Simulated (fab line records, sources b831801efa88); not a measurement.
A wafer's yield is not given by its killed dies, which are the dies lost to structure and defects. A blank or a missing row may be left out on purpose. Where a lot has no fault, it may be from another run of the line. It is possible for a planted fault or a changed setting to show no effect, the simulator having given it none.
Which tool is to blame? / flow sky130 / 13 lots (39 wafers sampled), 1 step of a 708-step route

== WHAT THE GAUGES SHOWED, per wafer ==
The record lacks any reading of a measuring or inspecting step that a usual standard deviation could be used to judge.

== WHICH TOOL RAN EACH LOT (tool, then ch and the chambers of the sampled wafers, then the start) ==
lot=L433; SKY_SONOS_ONO_ETCH_15=rie_diel-04 ch 0,2,3, day 13 04:05
lot=L434; SKY_SONOS_ONO_ETCH_15=rie_diel-04 ch 0,2,3, day 13 05:55
lot=L435; SKY_SONOS_ONO_ETCH_15=rie_diel-04 ch 0,3, day 13 20:37
lot=L437; SKY_SONOS_ONO_ETCH_15=rie_diel-02 ch 0,1,3, day 14 11:25
lot=L438; SKY_SONOS_ONO_ETCH_15=rie_diel-04 ch 2,3, day 14 19:44
lot=L439; SKY_SONOS_ONO_ETCH_15=rie_diel-02 ch 0,1, day 15 01:05
lot=L440; SKY_SONOS_ONO_ETCH_15=rie_diel-03 ch 0,2,3, day 15 08:32
lot=L442; SKY_SONOS_ONO_ETCH_15=rie_diel-04 ch 0,1,2, day 16 06:31
lot=L443; SKY_SONOS_ONO_ETCH_15=rie_diel-02 ch 1,2,3, day 16 14:14
lot=L446; SKY_SONOS_ONO_ETCH_15=rie_diel-02 ch 0,1,2, day 17 10:34
lot=L445; SKY_SONOS_ONO_ETCH_15=rie_diel-03 ch 0,2,3, day 17 10:47
lot=L448; SKY_SONOS_ONO_ETCH_15=rie_diel-02 ch 1,2,3, day 18 04:22
lot=L454; SKY_SONOS_ONO_ETCH_15=rie_diel-03 ch 1,2,3, day 20 09:44
- SKY_SONOS_ONO_ETCH_15: etches the open film in CHF3/O2, target depth 19.52 nm, time 7.8 s.

== AS READ BY THE TOOLS THEMSELVES (means over the sampled wafers that have a number; for cases with no such wafer, the mark the record gives instead) ==
SKY_SONOS_ONO_ETCH_15. Usual: O2_flow_sccm 5.001 sccm, standard deviation 0.014; drypump_motor_current_A 5.9 A, standard deviation 0.55; oes_product_au 0.999 a.u., standard deviation 0.0081; rf_fwd_power_W 588 W, standard deviation 3.1; throttle_valve_pct 8.825 %, standard deviation 0.0096.
lot=L433; tool=rie_diel-04; O2_flow_sccm (sccm)=5.004; drypump_motor_current_A (A)=6.1; oes_product_au (a.u.)=1.010; rf_fwd_power_W (W)=587; throttle_valve_pct (%)=8.828; flag=
lot=L434; tool=rie_diel-04; O2_flow_sccm (sccm)=4.998; drypump_motor_current_A (A)=6.1; oes_product_au (a.u.)=1.001; rf_fwd_power_W (W)=589; throttle_valve_pct (%)=8.832; flag=
lot=L435; tool=rie_diel-04; O2_flow_sccm (sccm)=4.994; drypump_motor_current_A (A)=6.0; oes_product_au (a.u.)=1.003; rf_fwd_power_W (W)=589; throttle_valve_pct (%)=8.830; flag=
lot=L437; tool=rie_diel-02; O2_flow_sccm (sccm)=4.978; drypump_motor_current_A (A)=5.7; oes_product_au (a.u.)=0.998; rf_fwd_power_W (W)=587; throttle_valve_pct (%)=8.827; flag=
lot=L438; tool=rie_diel-04; O2_flow_sccm (sccm)=4.998; drypump_motor_current_A (A)=6.2; oes_product_au (a.u.)=1.003; rf_fwd_power_W (W)=586; throttle_valve_pct (%)=8.829; flag=
lot=L439; tool=rie_diel-02; O2_flow_sccm (sccm)=4.988; drypump_motor_current_A (A)=5.3; oes_product_au (a.u.)=0.999; rf_fwd_power_W (W)=585; throttle_valve_pct (%)=8.822; flag=
lot=L440; tool=rie_diel-03; O2_flow_sccm (sccm)=5.014; drypump_motor_current_A (A)=5.7; oes_product_au (a.u.)=0.993; rf_fwd_power_W (W)=587; throttle_valve_pct (%)=8.819; flag=
lot=L442; tool=rie_diel-04; O2_flow_sccm (sccm)=5.001; drypump_motor_current_A (A)=6.1; oes_product_au (a.u.)=1.001; rf_fwd_power_W (W)=591; throttle_valve_pct (%)=8.822; flag=
lot=L443; tool=rie_diel-02; O2_flow_sccm (sccm)=4.995; drypump_motor_current_A (A)=5.8; oes_product_au (a.u.)=1.007; rf_fwd_power_W (W)=587; throttle_valve_pct (%)=8.823; flag=
lot=L446; tool=rie_diel-02; O2_flow_sccm (sccm)=5.003; drypump_motor_current_A (A)=5.5; oes_product_au (a.u.)=0.995; rf_fwd_power_W (W)=588; throttle_valve_pct (%)=8.823; flag=
lot=L445; tool=rie_diel-03; O2_flow_sccm (sccm)=5.017; drypump_motor_current_A (A)=5.7; oes_product_au (a.u.)=0.993; rf_fwd_power_W (W)=586; throttle_valve_pct (%)=8.820; flag=
lot=L448; tool=rie_diel-02; O2_flow_sccm (sccm)=5.006; drypump_motor_current_A (A)=5.8; oes_product_au (a.u.)=0.985; rf_fwd_power_W (W)=555; throttle_valve_pct (%)=8.822; flag=OFF
lot=L454; tool=rie_diel-03; O2_flow_sccm (sccm)=4.999; drypump_motor_current_A (A)=6.1; oes_product_au (a.u.)=0.999; rf_fwd_power_W (W)=592; throttle_valve_pct (%)=8.825; flag=

== THE ANSWER, worked out from the rows above alone ==
Rule: a lot counts as off when the mean over its wafers that have a number is more than 3 standard deviations away from the usual mean. A lot without any number at a reading at which 4 lots or more have one is off too. The other lots that the step has rows for count as sound. After the gauges, taken in route order, come the tools' own readings; for these a lot's mean is taken, as printed above. At the first step where some lot is off, the reading lying furthest off is the one used; lots without a number count as furthest.
Off at SKY_SONOS_ONO_ETCH_15 (rf_fwd_power_W): L448.
A tool fits if, at that step or a process step before it, it ran every lot that is off, and no sound lot after the first of them. One candidate fits, namely rie_diel-02 at SKY_SONOS_ONO_ETCH_15. Its last sound lot is L446 (day 17 10:34), its first lot that is off L448 (day 18 04:22): a fault that began between those two fits.
On the lots that are off, the tool's own readings at SKY_SONOS_ONO_ETCH_15 differ by more than 5 times the standard deviation of the sound lots' means, which bears it out; rf_fwd_power_W reads 555 W there versus 588 W on the sound lots.

== WHAT HAD BEEN PUT IN BY THE SIMULATOR ==
rie_diel-02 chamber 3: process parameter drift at SKY_SONOS_ONO_ETCH_15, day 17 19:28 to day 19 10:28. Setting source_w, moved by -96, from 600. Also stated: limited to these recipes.
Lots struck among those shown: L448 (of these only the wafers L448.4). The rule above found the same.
